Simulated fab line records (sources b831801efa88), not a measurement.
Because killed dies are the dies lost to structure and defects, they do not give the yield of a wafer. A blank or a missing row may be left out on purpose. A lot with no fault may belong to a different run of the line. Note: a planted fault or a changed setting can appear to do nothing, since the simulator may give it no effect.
Which tool did it? :: flow sky130 :: 6 lots (17 wafers sampled), 1 step of a 708-step route

== WHAT THE GAUGES SHOWED, per wafer ==
SKY_FIELD_ISO_BOW_MEAS_00.
lot: L838
measured: day 1 15:01
on: film metro-04
INCOMING_BOW (um): 4 8 6

lot: L841
measured: day 2 06:00
on: film metro-03
INCOMING_BOW (um): -6 3 1

lot: L847
measured: day 3 12:04
on: film metro-02
INCOMING_BOW (um): -2 3

lot: L854
measured: day 4 23:00
on: film metro-03
INCOMING_BOW (um): 6 6 5

lot: L857
measured: day 5 14:00
on: film metro-04
INCOMING_BOW (um): 2 3 12

lot: L859
measured: day 6 00:02
on: film metro-04
INCOMING_BOW (um): -11 0 -9

== WHAT TOOL EACH LOT RAN ON (gives the tool, then ch and the chambers of the sampled wafers, and finally the start) ==
Record: no process step prior to these readings.

== THE ANSWER, worked out from the rows above alone ==
Rule: what is usual is taken from the lots themselves. The widest of any qualifying gaps counts: lots, ordered by their means at a reading, are off when they make up no more than a third of the lots, leave a main group of 4 or more, and stand apart from it by 3 or more times the standard deviation of that group's means. A main group whose means are all the same, to the digits that the tables above print for the reading, isn't used. A lot without any number at a reading at which 4 lots or more have one is off too. The other lots that the step has rows for count as sound.
Nothing can be told from this: no lot is off at any reading shown.

== WHAT THE SIMULATOR HAD INSERTED ==
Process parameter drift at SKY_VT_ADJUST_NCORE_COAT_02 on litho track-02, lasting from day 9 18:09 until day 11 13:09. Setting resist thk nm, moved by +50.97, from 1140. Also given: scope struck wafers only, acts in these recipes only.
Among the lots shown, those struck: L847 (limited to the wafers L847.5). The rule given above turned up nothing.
